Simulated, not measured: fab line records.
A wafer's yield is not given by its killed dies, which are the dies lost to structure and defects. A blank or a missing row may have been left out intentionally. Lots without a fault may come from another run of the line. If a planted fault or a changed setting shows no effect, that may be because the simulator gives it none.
Commonality check across tools :: flow gf180mcu :: Sampled: 13 lots, 39 wafers

== WHY IT WAS OPENED ==
Of 13 lots, 2 have the reading MVPSD_TW flagged at GF_MVPSD_TW_MEAS_11. Wafers without a fault read 556.9, standard deviation 2.4.
Rule: a lot is flagged in two cases, either no wafer of it has a number, or all its wafers with numbers fall more than 4 standard deviations from that mean. As for the other lots, they are considered sound.

lot: L152
measured: day 5 02:35
on: film_metro-02
MVPSD_TW, wafer by wafer: 554.0 553.3 552.4
flag: 

lot: L153
measured: day 5 05:08
on: film_metro-03
MVPSD_TW, wafer by wafer: 555.4 558.9 555.6
flag: 

lot: L154
measured: day 5 18:22
on: film_metro-03
MVPSD_TW, wafer by wafer: 557.6 554.2 556.7
flag: 

lot: L155
measured: day 6 02:04
on: film_metro-02
MVPSD_TW, wafer by wafer: 558.6 557.3 559.0
flag: 

lot: L159
measured: day 6 21:05
on: film_metro-02
MVPSD_TW, wafer by wafer: 559.1 557.5 559.3
flag: 

lot: L160
measured: day 7 01:21
on: film_metro-03
MVPSD_TW, wafer by wafer: 557.3 559.9 556.5
flag: 

lot: L161
measured: day 7 04:11
on: film_metro-02
MVPSD_TW, wafer by wafer: 554.8 552.6 557.1
flag: 

lot: L162
measured: day 7 12:28
on: film_metro-03
MVPSD_TW, wafer by wafer: 614.3 612.0 609.6
flag: FLAGGED

lot: L164
measured: day 8 00:25
on: film_metro-02
MVPSD_TW, wafer by wafer: 556.0 557.8 554.6
flag: 

lot: L166
measured: day 8 18:37
on: film_metro-03
MVPSD_TW, wafer by wafer: 558.1 557.7 556.4
flag: 

lot: L167
measured: day 8 23:01
on: film_metro-02
MVPSD_TW, wafer by wafer: 613.4 608.7 609.2
flag: FLAGGED

lot: L168
measured: day 9 00:56
on: film_metro-02
MVPSD_TW, wafer by wafer: 555.4 553.5 555.7
flag: 

lot: L173
measured: day 10 04:20
on: film_metro-03
MVPSD_TW, wafer by wafer: 558.6 560.7 562.0
flag: 
The numbers of the flagged lots are 611.2 on average: +54.3 against the usual, or +23 standard deviations.

== LOT BY LOT: THE TOOL USED ==
The record keeps 1 process step preceding the reading, out of 602 steps on the route. Each cell gives the tool, then ch followed by the chambers the sampled wafers passed through, then the start.
lot: L152
flag: 
GF_MVPSD_IMPLANT_08: implanter-03 ch 0, day 5 02:13

lot: L153
flag: 
GF_MVPSD_IMPLANT_08: implanter-01 ch 0, day 5 04:47

lot: L154
flag: 
GF_MVPSD_IMPLANT_08: implanter-03 ch 0, day 5 17:59

lot: L155
flag: 
GF_MVPSD_IMPLANT_08: implanter-04 ch 0, day 6 01:41

lot: L159
flag: 
GF_MVPSD_IMPLANT_08: implanter-01 ch 0, day 6 20:41

lot: L160
flag: 
GF_MVPSD_IMPLANT_08: implanter-04 ch 0, day 7 00:59

lot: L161
flag: 
GF_MVPSD_IMPLANT_08: implanter-04 ch 0, day 7 03:47

lot: L162
flag: FLAGGED
GF_MVPSD_IMPLANT_08: implanter-04 ch 0, day 7 12:04

lot: L164
flag: 
GF_MVPSD_IMPLANT_08: implanter-01 ch 0, day 8 00:02

lot: L166
flag: 
GF_MVPSD_IMPLANT_08: implanter-03 ch 0, day 8 18:13

lot: L167
flag: FLAGGED
GF_MVPSD_IMPLANT_08: implanter-04 ch 0, day 8 22:38

lot: L168
flag: 
GF_MVPSD_IMPLANT_08: implanter-03 ch 0, day 9 00:32

lot: L173
flag: 
GF_MVPSD_IMPLANT_08: implanter-01 ch 0, day 10 03:56
What the steps here do:
- GF_MVPSD_IMPLANT_08
- GF_MVPSD_TW_MEAS_11

== FLAGGED OVER TOTAL, TOOL BY TOOL (the gauges that took the reading come last) ==
step: GF_MVPSD_IMPLANT_08
tool: implanter-01
lots run: 4
flagged: 0
share of the flagged lots: none
sound lots run after its first flagged lot: -

step: GF_MVPSD_IMPLANT_08
tool: implanter-03
lots run: 4
flagged: 0
share of the flagged lots: none
sound lots run after its first flagged lot: -

step: GF_MVPSD_IMPLANT_08
tool: implanter-04
lots run: 5
flagged: 2
share of the flagged lots: all
sound lots run after its first flagged lot: 0

step: GF_MVPSD_TW_MEAS_11
tool: film_metro-02
lots run: 7
flagged: 1
share of the flagged lots: some
sound lots run after its first flagged lot: 1 (L168)

step: GF_MVPSD_TW_MEAS_11
tool: film_metro-03
lots run: 6
flagged: 1
share of the flagged lots: some
sound lots run after its first flagged lot: 2 (L166,L173)

== WHAT IS ALLOWED BY THE TABLE ==
All flagged lots share 1 row of the table, namely implanter-04 at GF_MVPSD_IMPLANT_08.
- implanter-04 at GF_MVPSD_IMPLANT_08: 2 of its 5 lots flagged. It ran its last sound lot, L161, at day 7 03:47 and its first flagged lot, L162, at day 7 12:04: a fault with its onset between the two fits. Its own readings (tilt_deg) fall more than 4 standard deviations out on all wafers of the flagged lots.
What remains is a single tool, implanter-04 at GF_MVPSD_IMPLANT_08.

== WHAT HAD BEEN PUT IN BY THE SIMULATOR ==
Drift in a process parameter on implanter-04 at GF_MVPSD_IMPLANT_08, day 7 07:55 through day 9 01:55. The setting tilt_deg was moved by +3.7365, starting from 0. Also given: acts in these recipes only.
Shown lots that were struck: L162, L167. The rule given above showed the same thing.
